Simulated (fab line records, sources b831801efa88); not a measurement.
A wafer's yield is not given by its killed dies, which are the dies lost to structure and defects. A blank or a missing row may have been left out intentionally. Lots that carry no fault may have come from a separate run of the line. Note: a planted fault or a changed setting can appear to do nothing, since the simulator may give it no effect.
Which of the tools did it? ; flow gf180mcu ; Sampling: 24 lots, 72 wafers, 2 of 602 route steps

WHAT EACH GAUGE READ, for each wafer
GF_M4_RS_MEAS_05: uses a four-point probe to measure.
lot;measured;on;M4_ALCU_RS (ohm/sq)
L074;day 22 07:37;film-metro-02;0.0711 0.0698 0.0712
L075;day 22 21:03;film-metro-04;0.0686 0.0678 0.0680
L076;day 22 23:22;film-metro-04;0.0698 0.0703 0.0699
L077;day 23 15:50;film-metro-02;0.0704 0.0716 0.0695
L078;day 24 04:28;film-metro-02;0.0702 0.0692 0.0691
L079;day 24 06:11;film-metro-02;0.0695 0.0697 0.0689
L080;day 25 00:29;film-metro-03;0.0701 0.0684 0.0700
L081;day 25 00:43;film-metro-02;0.0698 0.0700 0.0699
L082;day 25 07:26;film-metro-03;0.0695 0.0695 0.0699
L083;day 25 17:23;film-metro-02;0.0707 0.0693 0.0703
L084;day 26 04:11;film-metro-02;0.0701 0.0690 0.0695
L085;day 26 07:56;film-metro-02;0.0693 0.0690 0.0694
L086;day 26 17:35;film-metro-03;0.0705 0.0708 0.0706
L087;day 26 21:17;film-metro-03;0.0683 0.0674 0.0684
L088;day 27 08:17;film-metro-02;0.0705 0.0712 0.0705
L089;day 27 18:46;film-metro-03;0.0694 0.0704 0.0702
L090;day 28 05:21;film-metro-03;0.0684 0.0701 0.0695
L091;day 28 06:12;film-metro-04;0.0698 0.0697 0.0691
L092;day 28 10:16;film-metro-03;0.0702 0.0701 0.0696
L093;day 28 21:26;film-metro-03;0.0686 0.0677 0.0689
L094;day 29 03:47;film-metro-03;0.0714 0.0715 0.0704
L095;day 29 06:17;film-metro-02;0.0686 0.0687 0.0671
L096;day 29 12:18;film-metro-03;0.0706 0.0711 0.0717
L097;day 29 21:20;film-metro-04;0.0693 0.0698 0.0698

WHAT TOOL EACH LOT RAN ON (gives the tool, then ch and the chambers of the sampled wafers, and finally the start)
lot;GF_V2_SPUTTER_22
L074;pvd-sputter-02, day 20 05:00
L075;pvd-sputter-04, day 20 18:01
L076;pvd-sputter-02, day 20 20:21
L077;pvd-sputter-04, day 21 12:43
L078;pvd-sputter-01, day 22 02:58
L079;pvd-sputter-02, day 22 04:17
L080;pvd-sputter-02, day 22 23:56
L081;pvd-sputter-01, day 23 00:25
L082;pvd-sputter-04, day 23 06:20
L083;pvd-sputter-04, day 23 18:19
L084;pvd-sputter-04, day 24 04:57
L085;pvd-sputter-02, day 24 08:56
L086;pvd-sputter-02, day 24 19:53
L087;pvd-sputter-02, day 24 22:51
L088;pvd-sputter-02, day 25 10:24
L089;pvd-sputter-02, day 25 20:33
L090;pvd-sputter-01, day 26 09:15
L091;pvd-sputter-04, day 26 10:35
L092;pvd-sputter-02, day 26 14:26
L093;pvd-sputter-04, day 27 02:17
L094;pvd-sputter-01, day 27 09:04
L095;pvd-sputter-04, day 27 12:01
L096;pvd-sputter-04, day 27 17:15
L097;pvd-sputter-04, day 28 02:29
- GF_V2_SPUTTER_22: material TiN, target thk 10 nm, time 40 s.

AS READ BY THE TOOLS THEMSELVES (means over the sampled wafers that have a number; for cases with no such wafer, the mark the record gives instead)
GF_V2_SPUTTER_22.
lot;tool;throttle-valve-pct (%)
L074;pvd-sputter-02;30.0
L075;pvd-sputter-04;29.7
L076;pvd-sputter-02;30.1
L077;pvd-sputter-04;29.5
L078;pvd-sputter-01;29.7
L079;pvd-sputter-02;30.2
L080;pvd-sputter-02;30.0
L081;pvd-sputter-01;28.8
L082;pvd-sputter-04;29.9
L083;pvd-sputter-04;29.6
L084;pvd-sputter-04;29.3
L085;pvd-sputter-02;30.0
L086;pvd-sputter-02;29.5
L087;pvd-sputter-02;30.5
L088;pvd-sputter-02;30.0
L089;pvd-sputter-02;29.1
L090;pvd-sputter-01;29.0
L091;pvd-sputter-04;29.7
L092;pvd-sputter-02;30.9
L093;pvd-sputter-04;29.7
L094;pvd-sputter-01;28.8
L095;pvd-sputter-04;29.3
L096;pvd-sputter-04;29.5
L097;pvd-sputter-04;29.4

THE ANSWER, worked out from the rows above alone
Rule: the lots themselves supply what counts as usual. Put in order of their means at a reading, lots are off if they are a third of the lots or fewer, leave a main group of 4 or more, and stand apart from it by a gap of 3 or more times the standard deviation of the main group's means; of several such gaps the widest counts. A main group whose means are all the same, to the digits that the tables above print for the reading, isn't used. A lot without any number at a reading at which 4 lots or more have one is off too. Where the step has rows for the other lots, those lots are counted as sound. After the gauges, taken in route order, come the tools' own readings; for these a lot's mean is taken, as printed above. The first step at which some lot is off is used, and at that step the reading that is off furthest; a lot without a number counts as furthest.
No lot is off on any of the readings shown, so nothing can be concluded from this.

WHAT HAD BEEN PUT IN BY THE SIMULATOR
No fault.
